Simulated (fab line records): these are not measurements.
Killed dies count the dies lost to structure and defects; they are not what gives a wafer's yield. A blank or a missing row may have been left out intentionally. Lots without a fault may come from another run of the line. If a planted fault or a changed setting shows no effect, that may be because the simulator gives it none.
What tool caused it? | flow gf180mcu | 35 wafers from 12 lots sampled at 6 of the route's 602 steps

== WHAT EACH GAUGE READ, for each wafer ==
GF_M1_RS_MEAS_05: measures by four-point-probe. Usual: M1_ALCU_RS gives 0.0697 ohm/sq (standard deviation 0.00084).
lot  | measured     | on            | M1_ALCU_RS (ohm/sq)  | flag
L968 | day 16 17:43 | film metro-02 | 0.0706 0.0701 0.0715 |
L969 | day 16 23:29 | film metro-01 | 0.0717 0.0693 0.0716 |
L971 | day 17 22:12 | film metro-01 | 0.0692 0.0702 0.0701 |
L972 | day 18 06:39 | film metro-04 | 0.0686 0.0679 0.0692 |
L973 | day 18 13:24 | film metro-02 | 0.0701 0.0703 0.0711 |
L977 | day 20 05:29 | film metro-02 | 0.0691 0.0688 0.0696 |
L979 | day 20 20:36 | film metro-04 | 0.0706 0.0700 0.0701 |
L981 | day 21 09:31 | film metro-01 | 0.0689 0.0702        |
L987 | day 23 13:44 | film metro-01 | 0.0706 0.0703 0.0700 |
L988 | day 23 23:56 | film metro-04 | 0.0687 0.0694 0.0678 |
L989 | day 24 04:53 | film metro-02 | 0.0695 0.0691 0.0687 |
L990 | day 24 17:53 | film metro-02 | 0.0690 0.0686 0.0690 |

GF_M2_RS_MEAS_05: measures by four-point-probe. Usual: M2_ALCU_RS gives 0.0698 ohm/sq (standard deviation 0.00084).
lot  | measured     | on            | M2_ALCU_RS (ohm/sq)  | flag
L968 | day 18 19:50 | film metro-02 | 0.0701 0.0700 0.0700 |
L969 | day 19 02:05 | film metro-02 | 0.0709 0.0705 0.0710 |
L971 | day 20 02:28 | film metro-02 | 0.0700 0.0705 0.0695 |
L972 | day 20 10:17 | film metro-02 | 0.0683 0.0683 0.0691 |
L973 | day 20 17:29 | film metro-03 | 0.0688 0.0692 0.0705 |
L977 | day 22 09:26 | film metro-02 | 0.0705 0.0715 0.0700 |
L979 | day 22 23:05 | film metro-03 | 0.0702 0.0706 0.0772 | OFF
L981 | day 23 12:05 | film metro-02 | 0.0693 0.0778        | OFF
L987 | day 25 13:23 | film metro-03 | 0.0697 0.0706 0.0712 |
L988 | day 25 22:57 | film metro-02 | 0.0697 0.0695 0.0698 |
L989 | day 26 03:36 | film metro-01 | 0.0687 0.0690 0.0692 |
L990 | day 26 14:56 | film metro-02 | 0.0692 0.0692 0.0702 |

GF_M2_THK_MEAS_06: measures by xrf. Usual: M2_ALCU_THK gives 453 nm (standard deviation 5.6).
lot  | measured     | on            | M2_ALCU_THK (nm) | flag
L968 | day 18 19:56 | film metro-02 | 453 453 455      |
L969 | day 19 02:13 | film metro-02 | 448 450 446      |
L971 | day 20 02:35 | film metro-02 | 451 448 454      |
L972 | day 20 10:24 | film metro-02 | 461 462 458      |
L973 | day 20 17:36 | film metro-03 | 458 453 448      |
L977 | day 22 09:32 | film metro-02 | 448 440 452      |
L979 | day 22 23:12 | film metro-03 | 447 447 410      | OFF
L981 | day 23 12:10 | film metro-02 | 458 408          | OFF
L987 | day 25 13:29 | film metro-03 | 450 446 442      |
L988 | day 25 23:03 | film metro-02 | 454 456 455      |
L989 | day 26 03:43 | film metro-01 | 461 455 457      |
L990 | day 26 15:04 | film metro-02 | 459 457 450      |

== EACH LOT AND THE TOOL THAT RAN IT (in order: tool; ch and the chambers of the sampled wafers; start) ==
lot  | GF_M2_SPUTTER_01             | GF_M2_SPUTTER_02             | GF_M2_SPUTTER_04
L968 | pvd sputter-01, day 18 19:41 | pvd sputter-01, day 18 19:43 | pvd sputter-01, day 18 19:46
L969 | pvd sputter-04, day 19 01:58 | pvd sputter-04, day 19 02:00 | pvd sputter-04, day 19 02:03
L971 | pvd sputter-03, day 20 02:21 | pvd sputter-03, day 20 02:23 | pvd sputter-03, day 20 02:26
L972 | pvd sputter-01, day 20 10:10 | pvd sputter-01, day 20 10:11 | pvd sputter-01, day 20 10:14
L973 | pvd sputter-01, day 20 17:21 | pvd sputter-01, day 20 17:23 | pvd sputter-01, day 20 17:26
L977 | pvd sputter-04, day 22 09:17 | pvd sputter-04, day 22 09:19 | pvd sputter-04, day 22 09:22
L979 | pvd sputter-01, day 22 22:58 | pvd sputter-01, day 22 22:59 | pvd sputter-01, day 22 23:02
L981 | pvd sputter-01, day 23 11:53 | pvd sputter-01, day 23 11:55 | pvd sputter-01, day 23 11:59
L987 | pvd sputter-03, day 25 13:14 | pvd sputter-03, day 25 13:16 | pvd sputter-03, day 25 13:19
L988 | pvd sputter-01, day 25 22:47 | pvd sputter-01, day 25 22:49 | pvd sputter-01, day 25 22:52
L989 | pvd sputter-01, day 26 03:29 | pvd sputter-01, day 26 03:31 | pvd sputter-01, day 26 03:34
L990 | pvd sputter-01, day 26 14:49 | pvd sputter-01, day 26 14:51 | pvd sputter-01, day 26 14:54
- GF_M2_SPUTTER_01: material TiN, target thk 30 nm, time 25 s.
- GF_M2_SPUTTER_02: material AlCu, target thk 450 nm, time 23.9 s.
- GF_M2_SPUTTER_04: material TiN, target thk 50 nm, time 41.7 s.

== WHAT THE TOOLS THEMSELVES READ (means of the sampled wafers that have a number; where no wafer has one, the mark that the record gives instead) ==
GF_M2_SPUTTER_01. Usual: 29.9 % for throttle valve pct, sd 0.68.
lot  | tool           | throttle valve pct (%) | flag
L968 | pvd sputter-01 | 30.1                   |
L969 | pvd sputter-04 | 30.0                   |
L971 | pvd sputter-03 | 30.0                   |
L972 | pvd sputter-01 | 29.6                   |
L973 | pvd sputter-01 | 29.6                   |
L977 | pvd sputter-04 | 30.6                   |
L979 | pvd sputter-01 | 30.1                   |
L981 | pvd sputter-01 | 29.8                   |
L987 | pvd sputter-03 | 29.8                   |
L988 | pvd sputter-01 | 29.7                   |
L989 | pvd sputter-01 | 29.5                   |
L990 | pvd sputter-01 | 29.6                   |

GF_M2_SPUTTER_02. Usual: 29.9 % for throttle valve pct, sd 0.68.
lot  | tool           | throttle valve pct (%) | flag
L968 | pvd sputter-01 | 30.1                   |
L969 | pvd sputter-04 | 30.1                   |
L971 | pvd sputter-03 | 29.9                   |
L972 | pvd sputter-01 | 29.7                   |
L973 | pvd sputter-01 | 29.5                   |
L977 | pvd sputter-04 | 30.5                   |
L979 | pvd sputter-01 | 30.2                   |
L981 | pvd sputter-01 | 29.9                   |
L987 | pvd sputter-03 | 29.8                   |
L988 | pvd sputter-01 | 29.7                   |
L989 | pvd sputter-01 | 29.6                   |
L990 | pvd sputter-01 | 29.5                   |

GF_M2_SPUTTER_04. Usual: 29.9 % for throttle valve pct, sd 0.68.
lot  | tool           | throttle valve pct (%) | flag
L968 | pvd sputter-01 | 30.1                   |
L969 | pvd sputter-04 | 30.1                   |
L971 | pvd sputter-03 | 29.8                   |
L972 | pvd sputter-01 | 29.7                   |
L973 | pvd sputter-01 | 29.6                   |
L977 | pvd sputter-04 | 30.5                   |
L979 | pvd sputter-01 | 30.1                   |
L981 | pvd sputter-01 | 29.8                   |
L987 | pvd sputter-03 | 29.8                   |
L988 | pvd sputter-01 | 29.6                   |
L989 | pvd sputter-01 | 29.5                   |
L990 | pvd sputter-01 | 29.7                   |

== THE ANSWER, worked out from the rows above alone ==
Rule: lot off if the mean of its wafers having a number is beyond 3 standard deviations from the usual mean. A lot without any number at a reading at which 4 lots or more have one is off too. The other lots that the step has rows for count as sound. The gauges are gone through in route order, then the tools' own readings, and for those a lot's mean is taken as printed above. At the first step where some lot is off, the reading lying furthest off is the one used; lots without a number count as furthest.
Off: L979, L981, seen at GF_M2_RS_MEAS_05 (M2_ALCU_RS).
A tool fits if, at a process step before that reading, it ran every lot that is off, and no sound lot after the first of them. Those tools and the gauges at GF_M2_RS_MEAS_05 are tried in the same way. No candidate that was tried fits.

== WHAT THE SIMULATOR HAD PUT IN ==
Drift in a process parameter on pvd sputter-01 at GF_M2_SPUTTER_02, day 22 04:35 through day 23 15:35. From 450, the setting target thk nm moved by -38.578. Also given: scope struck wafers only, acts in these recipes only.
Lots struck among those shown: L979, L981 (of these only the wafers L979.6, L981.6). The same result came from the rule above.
